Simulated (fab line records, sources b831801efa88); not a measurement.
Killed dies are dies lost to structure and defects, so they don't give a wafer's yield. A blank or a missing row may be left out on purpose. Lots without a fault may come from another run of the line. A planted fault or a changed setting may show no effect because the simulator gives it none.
A struck lot beside a sound one | flow sky130 | 44 steps out of a route of 708
Sound: wafers L534.1, L534.4, L534.6. Struck: wafers L542.1, L542.4, L542.6. The cause comes at the end.
At each step with rows: each side's tool, then ch and its chambers, then its first start. Under that, the readings that differ: sound wafers | struck wafers | difference of the means | sigmas: that difference in standard deviations of wafers without a fault.
alike: readings whose means differ by less than 2 such deviations, and words and numbers that are the same on both sides. not compared: withheld readings, readings that some wafer has no value for, bounds like >300 that may hide the same value, and numbers for which the record gives no deviation and whose values overlap.
The two part at a step that has a row with sigmas, a row that says differs or no value, or rows on one side only. Numbers that don't overlap but have no deviation are shown without sigmas and don't part them. A reading that every wafer of one side lacks parts them only if that side has two wafers or more.

first, 3 steps without rows for these wafers: SKY_FIELD_ISO_CLEAN_20 (cleans in dHF, time 20 s); SKY_FIELD_ISO_WET_ETCH_21 (etches SiO2 in dHF, target depth 20 nm, time 400 s); SKY_FIELD_ISO_OXIDATION_22 (stabilise 600 s, purge 300 s, target thk 10 nm).
SKY_FIELD_ISO_THK_MEAS_23:
  sound on film_metro-03, day 3 06:44; struck on film_metro-03, day 4 23:25
  alike: FIELD_ISO_OXIDATION_01_THK
then, 1 step without rows for these wafers: SKY_FIELD_ISO_CVD_24 (deposits SiO2, target thk 595 nm, time 99.2 s).
SKY_FIELD_ISO_THK_MEAS_25:
  sound on film_metro-02, day 3 06:52; struck on film_metro-04, day 4 23:33
  alike: FIELD_ISO_CVD_24_THK
then, 1 step without rows for these wafers: SKY_FIELD_ISO_ANNEAL_26 (time 1800 s).
SKY_FIELD_ISO_CMP_27: polishes, stops on Si3N4, t overpolish 16 s, target thk 457.8 nm.
  sound on cmp-01 ch 0,1,2, day 3 08:28; struck on cmp-02 ch 0,1,3, day 5 01:46
  alike: head_pressure_psi, motor_current_A, overpolish_run_s, time_to_endpoint_s
then, 4 steps without rows for these wafers: SKY_FIELD_ISO_WET_ETCH_28 (etches SiO2 in dHF, target depth 23.7 nm, time 47 s); SKY_FIELD_ISO_WET_ETCH_29 (etches Si3N4 in H3PO4, target depth 160 nm, time 1825 s); SKY_FIELD_ISO_WET_ETCH_30 (etches SiO2 in dHF, target depth 25 nm, time 50 s); SKY_NWELL_CLEAN_00 (cleans in SC1/SC2, time 150 s).
SKY_NWELL_OXIDATION_01: stabilise 600 s, purge 300 s, target thk 10 nm.
  sound on furnace-01 ch 0, day 3 09:20; struck on furnace-01 ch 0, day 5 04:19
  reading                                      | sound               | struck              | difference | sigmas
  spike_tc_bottom_C (C)                        | 919.7 918.9 918.5   | 933.6 935.8 936.3   | +16.2      | +17
  spike_tc_centre_C (C)                        | 898.8 899.0 900.7   | 916.7 915.4 915.6   | +16.4      | +17
  spike_tc_lower_C (C)                         | 904.5 902.3 903.2   | 920.3 918.6 919.5   | +16.1      | +9
  spike_tc_top_C (C)                           | 913.1 911.4 911.3   | 926.9 927.7 929.3   | +16.0      | +13
  spike_tc_upper_C (C)                         | 900.2 898.2 899.0   | 914.0 915.8 915.2   | +15.9      | +14
  tube_center_temp_C (C)                       | 899.85 900.1 900.02 | 916.4 916.33 916.46 | +16.4      | +99 or more
  tube_center_temp_C_max                       | 902.3 902.3 902.4   | 918.8 918.8 918.9   | +16.5      | +49
  zone_power_centre_pct (%)                    | 18.35 18.28 17.98   | 19.18 18.95 18.69   | +0.74      | +4
  model.SiO2_of_NWELL_OXIDATION_01.thk_nm (nm) | 9.906 10.13 10      | 12 11.99 11.97      | +2         |
SKY_NWELL_THK_MEAS_02:
  sound on film_metro-01, day 3 10:44; struck on film_metro-03, day 5 05:43
  reading                  | sound            | struck            | difference | sigmas
  NWELL_OXIDATION_THK (nm) | 9.86 10.14 10.03 | 12.01 11.97 11.95 | +1.97      | +11
then, 8 steps without rows for these wafers: SKY_DNWELL_DEHYDRATE_00 (time 60 s); SKY_DNWELL_HMDS_01 (prime time 60 s); SKY_DNWELL_COAT_02 (resist thk 3000 nm); SKY_DNWELL_SOFTBAKE_03; SKY_DNWELL_EXPOSE_04 (exposes mask DNM, target cd 3000 nm); SKY_DNWELL_PEB_05; SKY_DNWELL_DEVELOP_06 (develop time 60 s); SKY_DNWELL_IMPLANT_07.
SKY_DNWELL_STRIP_08: strips in O2/N2.
  sound on plasma_asher-01 ch 0, day 4 02:40; struck on plasma_asher-02 ch 0,1, day 5 22:10
  alike: drypump_motor_current_A, o2_flow_sccm, oes_product_au, strip_time_to_endpoint_s
  not compared: rf_hours_counter_h
SKY_DNWELL_TW_MEAS_09:
  sound on film_metro-01, day 4 02:46; struck on film_metro-01, day 5 22:16
  alike: DNWELL_TW
then, 7 steps without rows for these wafers: SKY_PWDE_DEHYDRATE_00 (time 60 s); SKY_PWDE_HMDS_01 (prime time 60 s); SKY_PWDE_COAT_02 (resist thk 3000 nm); SKY_PWDE_SOFTBAKE_03; SKY_PWDE_EXPOSE_04 (exposes mask PWDEM, target cd 840 nm); SKY_PWDE_PEB_05; SKY_PWDE_DEVELOP_06 (develop time 60 s).
SKY_PWDE_OVL_MEAS_07:
  sound on overlay-02, day 4 19:16; struck on overlay-01, day 6 16:40
  alike: PWDE_OVL
then, 1 step without rows for these wafers: SKY_PWDE_IMPLANT_08.
SKY_PWDE_STRIP_09: strips in O2/N2.
  sound on plasma_asher-04 ch 1, day 4 19:26; struck on plasma_asher-03 ch 0,1, day 6 16:51
  alike: drypump_motor_current_A, o2_flow_sccm, oes_product_au, strip_time_to_endpoint_s
  not compared: rf_hours_counter_h
SKY_PWDE_TW_MEAS_10:
  sound on film_metro-03, day 4 19:32; struck on film_metro-01, day 6 16:57
  alike: PWDE_TW
then, 7 steps without rows for these wafers: SKY_NWELL_DEHYDRATE_03 (time 60 s); SKY_NWELL_HMDS_04 (prime time 60 s); SKY_NWELL_COAT_05 (resist thk 3000 nm); SKY_NWELL_SOFTBAKE_06; SKY_NWELL_EXPOSE_07 (exposes mask NWM, target cd 840 nm); SKY_NWELL_PEB_08; SKY_NWELL_DEVELOP_09 (develop time 60 s).
-- the record jumps here: 10 days lie between the struck wafers' starts before and after (it left off in module NWELL and takes up again in module SONOS_ONO, whose first step shown is number 183 of the route) --
SKY_SONOS_ONO_ETCH_15: etches the open film in CHF3/O2, target depth 19.52 nm, time 7.8 s.
  sound on rie_diel-03 ch 1,3, day 13 16:01; struck on rie_diel-01 ch 0,1,2, day 16 15:16
  reading                                      | sound             | struck            | difference | sigmas
  model.SiO2_of_NWELL_OXIDATION_01.thk_nm (nm) | 5.367 5.639 5.482 | 7.434 7.424 7.411 | +1.927     |
  alike: chf3_flow_sccm, drypump_motor_current_A, oes_product_au, throttle_valve_pct
  not compared: rf_hours_counter_h
-- the record jumps here: 32 days lie between the struck wafers' starts before and after (it left off in module SONOS_ONO and takes up again in module PAD_OPEN, whose first step shown is number 708 of the route) --
SKY_PAD_OPEN_PROBE_99:
  sound on prober-02, day 46 11:29; struck on prober-01, day 48 11:42
  reading                                  | sound                   | struck                  | difference | sigmas
  model.etest.pfet_01v8_mvt.vt_v (V)       | -0.6763 -0.6815 -0.6711 | -0.6904 -0.6867 -0.689  | -0.0124    |
  model.etest.pfet_01v8_mvt.vt_long_v (V)  | -0.8724 -0.8731 -0.8682 | -0.8934 -0.8836 -0.8847 | -0.0160    |
  model.etest.pfet_16v.vt_v (V)            | -1.112 -1.111 -1.094    | -1.144 -1.144 -1.139    | -0.037     |
  model.etest.pfet_g5v0d10v5.vt_long_v (V) | -0.9383 -0.9401 -0.9227 | -0.9719 -0.9639 -0.9659 | -0.0335    |
  alike: killed_at_M0_to_M3, killed_at_M4_up, killed_at_contacts, killed_at_front_end, killed_at_other, killed_dies, killed_open, killed_short

WHERE THEY PART
First at SKY_NWELL_OXIDATION_01; last, within this record, at SKY_NWELL_THK_MEAS_02. Later steps at which nothing parts them and some readings are alike: SKY_DNWELL_STRIP_08, SKY_DNWELL_TW_MEAS_09, SKY_PWDE_OVL_MEAS_07, SKY_PWDE_STRIP_09, SKY_PWDE_TW_MEAS_10, SKY_SONOS_ONO_ETCH_15, SKY_PAD_OPEN_PROBE_99.

WHY: what the simulator had put in
Process parameter drift: furnace-01, from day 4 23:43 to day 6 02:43, at SKY_NWELL_OXIDATION_01. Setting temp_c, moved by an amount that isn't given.
